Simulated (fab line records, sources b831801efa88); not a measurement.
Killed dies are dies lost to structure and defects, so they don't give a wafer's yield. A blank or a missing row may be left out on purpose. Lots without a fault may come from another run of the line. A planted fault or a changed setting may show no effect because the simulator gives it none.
Chamber matching | flow gf180mcu | GF_V2_CMP_26 on cmp-01: 4 sister chambers
The step polishes, stops on SiO2, t overpolish 15 s, target thk 0 nm. 33 wafers are shown with their chamber, then 12 later ones without.

WAFERS WITH THEIR CHAMBER
wafer  | chamber | motor_current_A (A) | platen_rpm (rpm) | time_to_endpoint_s (s)
L074.1 | 0       | 11.5                | 60.00            | 87
L074.3 | 2       | 10.4                | 60.12            | 87
L074.5 | 3       | 10.0                | 60.07            | 89
L076.3 | 2       | 11.6                | 60.01            | 80
L076.5 | 0       | 11.9                | 60.05            | 86
L076.6 | 3       | 10.2                | 59.95            | 86
L079.3 | 2       | 11.0                | 60.04            | 85
L079.5 | 3       | 10.4                | 60.01            | 89
L079.6 | 2       | 11.0                | 59.97            | 89
L081.1 | 3       | 9.7                 | 60.00            | 92
L081.2 | 0       | 11.6                | 59.95            | 90
L081.4 | 1       | 9.2                 | 60.04            | 87
L083.3 | 2       | 10.3                | 60.06            | 88
L083.4 | 1       | 9.1                 | 59.96            | 86
L083.6 | 0       | 12.3                | 59.99            | 87
L084.2 | 1       | 8.7                 | 60.04            | 86
L084.5 | 1       | 9.2                 | 60.09            | 88
L084.6 | 2       | 10.3                | 59.97            | 88
L086.1 | 2       | 10.7                | 60.02            | 83
L086.2 | 0       | 10.9                | 60.08            | 84
L086.5 | 2       | 10.3                | 59.98            | 86
L089.1 | 1       | 9.1                 | 60.00            | 80
L089.2 | 2       | 10.2                | 59.97            | 80
L089.5 | 3       | 10.3                | 59.97            | 85
L090.2 | 1       | 8.9                 | 60.03            | 82
L090.3 | 0       | 11.5                | 59.96            | 85
L090.6 | 0       | 11.6                | 59.97            | 83
L092.1 | 3       | 10.4                | 59.96            | 83
L092.2 | 1       | 9.1                 | 60.01            | 84
L092.3 | 2       | 10.5                | 60.02            | 85
L093.1 | 2       | 10.5                | 59.97            | 85
L093.3 | 3       | 10.0                | 59.90            | 86
L093.6 | 2       | 10.3                | 60.01            | 83

SIGNATURES (means of the wafers above)
reading            | chamber 0 | chamber 1 | chamber 2 | chamber 3 | scatter within a chamber
motor_current_A    | 11.614    | 9.043     | 10.592    | 10.143    | 0.352
platen_rpm         | 60.0000   | 60.0243   | 60.0117   | 59.9800   | 0.047
time_to_endpoint_s | 86.00     | 84.71     | 84.92     | 87.14     | 2.84
Rule: a wafer's distance from a chamber is the root of the sum, over the readings, of the square of ((its reading less the chamber's mean) divided by the reading's scatter). The wafer belongs to the nearest chamber; if the next one is less than 2 further off, it can't be placed. The scatter: the root of (the sum of the squares of (reading less its chamber's mean) over the shown wafers, divided by (wafers less chambers)).

WAFERS WITHOUT THEIR CHAMBER
wafer  | motor_current_A (A) | platen_rpm (rpm) | time_to_endpoint_s (s)
L094.2 | 11.7                | 60.00            | 86
L094.4 | 10.5                | 59.99            | 86
L094.5 | 10.3                | 60.03            | 87
L095.2 | 11.9                | 60.00            | 82
L095.3 | 9.5                 | 59.92            | 85
L095.4 | 10.1                | 60.03            | 86
L096.2 | 11.1                | 60.02            | 86
L096.3 | 11.0                | 59.98            | 84
L096.4 | 11.5                | 60.01            | 86
L097.4 | 9.8                 | 60.01            | 89
L097.5 | 11.8                | 59.99            | 88
L097.6 | 8.9                 | 60.01            | 84

WHICH CHAMBER EACH WENT THROUGH
wafer  | from the rows above          | in truth
L094.2 | 0                            | 0
L094.4 | can't be placed: 2 or 3      | 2
L094.5 | can't be placed: 3 or 2      | 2
L095.2 | 0                            | 0
L095.3 | can't be placed: 3 or 1 or 2 | 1
L095.4 | can't be placed: 3 or 2 or 1 | 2
L096.2 | can't be placed: 2 or 0 or 3 | 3
L096.3 | can't be placed: 2 or 0 or 3 | 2
L096.4 | 0                            | 0
L097.4 | can't be placed: 3 or 1 or 2 | 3
L097.5 | 0                            | 0
L097.6 | 1                            | 1
Placed correctly: 5 of 12. Can't be placed from these rows: 7 (the true chamber is among the candidates in 7). Placed wrongly: 0.
